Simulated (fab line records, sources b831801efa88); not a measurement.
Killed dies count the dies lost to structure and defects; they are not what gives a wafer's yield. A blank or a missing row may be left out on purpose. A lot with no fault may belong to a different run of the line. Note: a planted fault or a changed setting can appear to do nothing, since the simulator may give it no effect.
Which of the tools did it?    flow gf180mcu    13 lots, 39 wafers sampled, at 5 steps of a route of 602

== WHAT THE GAUGES SHOWED, per wafer ==
GF_TOP_METAL_RS_MEAS_05: the measuring method here is four-point-probe.
lot   measured      on             TOP_METAL_ALCU_RS (ohm/sq)
L274  day 27 07:53  film-metro-01  0.0332 0.0326 0.0330
L276  day 27 21:31  film-metro-02  0.0326 0.0319 0.0319
L277  day 28 09:48  film-metro-02  0.0328 0.0326 0.0327
L279  day 29 00:11  film-metro-01  0.0331 0.0333 0.0331
L282  day 29 23:22  film-metro-02  0.0322 0.0324 0.0327
L283  day 30 03:37  film-metro-01  0.0333 0.0329 0.0330
L285  day 31 01:33  film-metro-03  0.0321 0.0319 0.0320
L287  day 31 09:04  film-metro-01  0.0179 0.0180 0.0180
L288  day 31 14:50  film-metro-01  0.0181 0.0180 0.0179
L290  day 32 04:54  film-metro-02  0.0331 0.0331 0.0331
L291  day 32 07:32  film-metro-01  0.0329 0.0333 0.0326
L293  day 32 17:17  film-metro-01  0.0326 0.0326 0.0330
L297  day 33 18:34  film-metro-03  0.0332 0.0331 0.0331

GF_TOP_METAL_THK_MEAS_06: measures by xrf.
lot   measured      on             TOP_METAL_ALCU_THK (nm)
L274  day 27 08:01  film-metro-01  873 892 884
L276  day 27 21:38  film-metro-02  887 907 909
L277  day 28 09:55  film-metro-02  894 895 892
L279  day 29 00:17  film-metro-01  872 874 872
L282  day 29 23:28  film-metro-02  909 903 889
L283  day 30 03:43  film-metro-01  870 876 872
L285  day 31 01:40  film-metro-03  913 918 917
L287  day 31 09:11  film-metro-01  1598 1594 1590
L288  day 31 14:56  film-metro-01  1594 1592 1596
L290  day 32 05:01  film-metro-02  884 879 880
L291  day 32 07:39  film-metro-01  873 863 886
L293  day 32 17:23  film-metro-01  885 890 872
L297  day 33 18:40  film-metro-03  883 879 880

GF_PASSIVATION_BOW_MEAS_14.
lot   measured      on             PASSIVATION_BOW (um)
L274  day 29 02:51  film-metro-03  151 146 147
L276  day 29 16:32  film-metro-02  157 147 143
L277  day 30 03:17  film-metro-02  114 112 131
L279  day 30 16:37  film-metro-03  141 136 137
L282  day 31 13:49  film-metro-04  139 153 146
L283  day 31 18:22  film-metro-02  138 138 147
L285  day 32 14:32  film-metro-02  134 142 127
L287  day 32 21:14  film-metro-03  105 98 105
L288  day 33 03:09  film-metro-02  91 93 88
L290  day 33 16:18  film-metro-02  134 146 142
L291  day 33 19:14  film-metro-03  153 153 143
L293  day 34 03:29  film-metro-02  149 127 139
L297  day 35 03:25  film-metro-03  118 130 117

== WHICH TOOL RAN EACH LOT (tool, then ch and the chambers of the sampled wafers, then the start) ==
lot   GF_TOP_METAL_SPUTTER_02       GF_TOP_METAL_METAL_ETCH_16
L274  pvd-sputter-02, day 27 07:48  rie-metal-02 ch 0, day 28 04:20
L276  pvd-sputter-02, day 27 21:25  rie-metal-02 ch 0, day 28 17:56
L277  pvd-sputter-04, day 28 09:43  rie-metal-02 ch 0, day 29 05:24
L279  pvd-sputter-04, day 29 00:04  rie-metal-04 ch 0,1, day 29 19:27
L282  pvd-sputter-04, day 29 23:14  rie-metal-03 ch 0,1, day 30 17:04
L283  pvd-sputter-04, day 30 03:29  rie-metal-02 ch 0, day 30 21:52
L285  pvd-sputter-02, day 31 01:28  rie-metal-04 ch 1, day 31 18:54
L287  pvd-sputter-04, day 31 08:59  rie-metal-02 ch 0,1, day 32 02:02
L288  pvd-sputter-04, day 31 14:42  rie-metal-04 ch 0,1, day 32 07:56
L290  pvd-sputter-01, day 32 04:47  rie-metal-04 ch 0,1, day 32 21:35
L291  pvd-sputter-02, day 32 07:26  rie-metal-03 ch 0,1, day 33 00:11
L293  pvd-sputter-02, day 32 17:10  rie-metal-03 ch 0,1, day 33 09:27
L297  pvd-sputter-01, day 33 18:26  rie-metal-02 ch 0,1, day 34 10:23
- GF_TOP_METAL_SPUTTER_02: material AlCu, target thk 900 nm, time 47.82 s.
- GF_TOP_METAL_METAL_ETCH_16: etches the open film in Cl2/BCl3, stops on SiO2, target depth 1077.5 nm, time 179.6 s.

== AS READ BY THE TOOLS THEMSELVES (means over the sampled wafers that have a number; for cases with no such wafer, the mark the record gives instead) ==
GF_TOP_METAL_SPUTTER_02.
lot   tool            throttle-valve-pct (%)
L274  pvd-sputter-02  28.8
L276  pvd-sputter-02  30.5
L277  pvd-sputter-04  29.5
L279  pvd-sputter-04  29.5
L282  pvd-sputter-04  29.5
L283  pvd-sputter-04  29.5
L285  pvd-sputter-02  29.8
L287  pvd-sputter-04  30.1
L288  pvd-sputter-04  30.1
L290  pvd-sputter-01  30.6
L291  pvd-sputter-02  29.3
L293  pvd-sputter-02  29.5
L297  pvd-sputter-01  30.8

GF_TOP_METAL_METAL_ETCH_16.
lot   tool          drypump-motor-current-A (A)  oes-product-au (a.u.)  throttle-valve-pct (%)
L274  rie-metal-02  5.72                         0.963                  28.256
L276  rie-metal-02  5.72                         0.970                  28.257
L277  rie-metal-02  5.73                         0.962                  28.258
L279  rie-metal-04  5.58                         0.956                  28.269
L282  rie-metal-03  5.39                         0.970                  28.254
L283  rie-metal-02  5.73                         0.964                  28.261
L285  rie-metal-04  5.58                         0.973                  28.257
L287  rie-metal-02  5.81                         0.991                  28.228
L288  rie-metal-04  5.58                         1.000                  28.218
L290  rie-metal-04  5.58                         0.961                  28.265
L291  rie-metal-03  5.83                         0.964                  28.262
L293  rie-metal-03  5.40                         0.968                  28.256
L297  rie-metal-02  5.82                         0.959                  28.271

== THE ANSWER, worked out from the rows above alone ==
Rule: the lots themselves supply what counts as usual. Put in order of their means at a reading, lots are off if they are a third of the lots or fewer, leave a main group of 4 or more, and stand apart from it by a gap of 3 or more times the standard deviation of the main group's means; of several such gaps the widest counts. A main group is skipped when, at the precision printed for the reading in the tables above, its means are all equal. Also off: a lot with no number at a reading for which 4 or more lots have one. Any other lot the step has rows for is counted as sound. Order of review: gauges by route order, followed by the tools' own readings, for which a lot's mean as printed above is used. The first step at which some lot is off is used, and at that step the reading that is off furthest; a lot without a number counts as furthest.
Off: at GF_TOP_METAL_RS_MEAS_05 (TOP_METAL_ALCU_RS), L287, L288. For the main group the mean is 0.0328 ohm/sq and the standard deviation 0.00039.
A tool fits if, at a process step before that reading, it ran every lot that is off, and no sound lot after the first of them. The gauges at GF_TOP_METAL_RS_MEAS_05 aren't tried: what is off there is off at GF_TOP_METAL_METAL_ETCH_16 too, on other tools, and a gauge's error can't cause that. One candidate fits, namely pvd-sputter-04 at GF_TOP_METAL_SPUTTER_02. Its last sound lot is L283 (day 30 03:29), its first lot that is off L287 (day 31 08:59): a fault that began between those two fits.

== WHAT THE SIMULATOR HAD PUT IN ==
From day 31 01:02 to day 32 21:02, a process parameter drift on pvd-sputter-04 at GF_TOP_METAL_SPUTTER_02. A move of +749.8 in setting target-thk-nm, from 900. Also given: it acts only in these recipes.
Struck lots among those shown: L287, L288. The same result came from the rule above.
